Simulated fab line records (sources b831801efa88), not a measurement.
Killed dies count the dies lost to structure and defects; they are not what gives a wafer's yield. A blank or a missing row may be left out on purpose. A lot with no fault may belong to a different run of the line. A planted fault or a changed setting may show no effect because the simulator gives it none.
What tool caused it?	flow gf180mcu	13 lots with 39 wafers sampled at 5 steps, on a route of 602 steps

== WHAT EACH GAUGE READ, for each wafer ==
GF_LVPWELL_OVL_MEAS_07. Usual: LVPWELL_OVL gives 1.2 nm (standard deviation 1.3).
lot	measured	on	LVPWELL_OVL (nm)	flag
L648	day 3 21:23	overlay-01	0.8 -0.7 -1.7	
L650	day 4 06:47	overlay-02	0.9 1.9 0.4	
L651	day 4 14:47	overlay-02	0.3 -0.6 -0.5	
L653	day 4 23:33	overlay-02	-1.2 1.0 1.1	
L655	day 5 11:57	overlay-01	1.1 2.3 4.5	
L656	day 5 19:05	overlay-01	0.3 0.1 0.4	
L658	day 6 08:07	overlay-01	0.4 -0.1 0.6	
L659	day 6 11:56	overlay-01	2.7 1.8 2.8	
L660	day 6 17:13	overlay-02	-0.7 0.4 1.0	
L661	day 6 20:16	overlay-01	2.2 3.6 3.3	
L662	day 7 03:47	overlay-01	1.7 2.8 1.8	
L666	day 8 00:46	overlay-01	2.1 1.7 3.7	
L670	day 9 07:28	overlay-01	0.8 2.5 2.9	

GF_VT_IMPLANT_TW_MEAS_32. Usual: VT_IMPLANT_3_TW gives 272.9 (standard deviation 1.9).
lot	measured	on	VT_IMPLANT_3_TW	flag
L648	day 6 22:44	film_metro-01	273.2 274.4 274.2	
L650	day 7 08:59	film_metro-01	274.4 275.0 274.3	
L651	day 7 17:37	film_metro-01	275.0 274.2 275.2	
L653	day 8 02:46	film_metro-01	272.8 272.5 273.8	
L655	day 8 18:49	film_metro-02	272.9 273.7 275.9	
L656	day 9 02:04	film_metro-04	271.4 272.7 274.5	
L658	day 9 19:07	film_metro-01	273.7 274.0 273.9	
L659	day 9 23:05	film_metro-01	272.5 273.7 273.7	
L660	day 10 06:37	film_metro-01	275.4 276.6 274.9	
L661	day 10 09:35	film_metro-04	269.3 270.5 270.6	
L662	day 10 18:01	film_metro-01	275.3 276.1 275.7	
L666	day 11 19:35	film_metro-04	270.6 271.2 270.6	
L670	day 13 06:13	film_metro-04	270.4 270.8 272.2	

GF_VT_IMPLANT_RS_MEAS_48: measures by four-point-probe. Usual: LVPWELL_RS gives 1197.2 ohm/sq (standard deviation 3).
lot	measured	on	LVPWELL_RS (ohm/sq)	flag
L648	day 7 15:23	film_metro-04	1204.7 1203.5 1203.8	
L650	day 8 00:57	film_metro-04	1199.0 1194.4 1200.4	
L651	day 8 10:08	film_metro-03	1200.0 1201.8 1195.2	
L653	day 8 20:42	film_metro-02	1194.8 1193.7 1189.5	
L655	day 9 12:34	film_metro-03	1199.2 1198.3 1199.3	
L656	day 9 20:53	film_metro-02	1197.8 1196.5 1199.1	
L658	day 10 13:15	film_metro-03	1196.9 1194.9 1197.1	
L659	day 10 18:17	film_metro-03	1198.9 1199.2 1198.9	
L660	day 11 01:02	film_metro-02	1194.5 1195.8 1194.4	
L661	day 11 04:31	film_metro-02	1196.6 1193.1 1195.4	
L662	day 11 13:09	film_metro-03	1199.1 1201.9 1195.0	
L666	day 12 15:27	film_metro-03	1202.7 1199.6 1207.0	
L670	day 14 03:26	film_metro-02	1194.1 1194.3 1193.3	

== WHICH TOOL RAN EACH LOT (tool, then ch and the chambers of the sampled wafers, then the start) ==
lot	GF_NWELL_STRIP_10	GF_LVPWELL_IMPLANT_08
L648	plasma_asher-04 ch 0,1, day 3 08:13	implanter-03 ch 0, day 3 21:25
L650	plasma_asher-02 ch 1, day 3 17:40	implanter-04 ch 0, day 4 06:50
L651	plasma_asher-01 ch 0,1, day 4 01:35	implanter-03 ch 0, day 4 14:52
L653	plasma_asher-01 ch 0,1, day 4 09:53	implanter-01 ch 0, day 4 23:37
L655	plasma_asher-04 ch 0,1, day 4 22:00	implanter-04 ch 0, day 5 12:01
L656	plasma_asher-01 ch 0,1, day 5 04:13	implanter-04 ch 0, day 5 19:10
L658	plasma_asher-02 ch 0,1, day 5 13:41	implanter-04 ch 0, day 6 08:13
L659	plasma_asher-01 ch 0,1, day 5 21:43	implanter-04 ch 0, day 6 11:58
L660	plasma_asher-04 ch 0,1, day 6 02:54	implanter-01 ch 0, day 6 17:15
L661	plasma_asher-04 ch 0,1, day 6 05:14	implanter-04 ch 0, day 6 20:19
L662	plasma_asher-02 ch 0,1, day 6 12:26	implanter-03 ch 0, day 7 03:50
L666	plasma_asher-01 ch 0,1, day 7 09:15	implanter-03 ch 0, day 8 00:49
L670	plasma_asher-01 ch 0,1, day 8 14:45	implanter-04 ch 0, day 9 07:31
- GF_NWELL_STRIP_10: strips in O2/N2.
- GF_LVPWELL_IMPLANT_08

== AS READ BY THE TOOLS THEMSELVES (means over the sampled wafers that have a number; for cases with no such wafer, the mark the record gives instead) ==
GF_NWELL_STRIP_10. Usual: drypump_motor_current_A 5.7 A, standard deviation 0.39; heater_power_w 334 W, standard deviation 14; oes_product_au 0.722 a.u., standard deviation 0.0044; strip_time_to_endpoint_s 36.92 s, standard deviation 0.099.
lot	tool	drypump_motor_current_A (A)	heater_power_w (W)	oes_product_au (a.u.)	strip_time_to_endpoint_s (s)	flag
L648	plasma_asher-04	5.9	330	0.721	37.07	
L650	plasma_asher-02	5.0	364	0.716	36.98	
L651	plasma_asher-01	5.9	334	0.722	36.96	
L653	plasma_asher-01	5.8	332	0.720	36.92	
L655	plasma_asher-04	5.9	335	0.724	36.91	
L656	plasma_asher-01	5.8	334	0.720	36.93	
L658	plasma_asher-02	5.2	340	0.725	36.98	
L659	plasma_asher-01	5.8	332	0.718	36.89	
L660	plasma_asher-04	6.0	321	0.720	36.90	
L661	plasma_asher-04	6.0	324	0.721	36.79	
L662	plasma_asher-02	5.2	343	0.725	36.86	
L666	plasma_asher-01	5.8	335	0.720	36.93	
L670	plasma_asher-01	5.9	330	0.719	37.03	

== THE ANSWER, worked out from the rows above alone ==
Rule: lot off if the mean of its wafers having a number is beyond 3 standard deviations from the usual mean. A lot without any number at a reading at which 4 lots or more have one is off too. Any other lot the step has rows for is counted as sound. Order of review: gauges by route order, followed by the tools' own readings, for which a lot's mean as printed above is used. The first step at which some lot is off is used, and at that step the reading that is off furthest; a lot without a number counts as furthest.
Across all readings shown, no lot is off: no conclusion can be drawn from this.

== WHAT THE SIMULATOR HAD INSERTED ==
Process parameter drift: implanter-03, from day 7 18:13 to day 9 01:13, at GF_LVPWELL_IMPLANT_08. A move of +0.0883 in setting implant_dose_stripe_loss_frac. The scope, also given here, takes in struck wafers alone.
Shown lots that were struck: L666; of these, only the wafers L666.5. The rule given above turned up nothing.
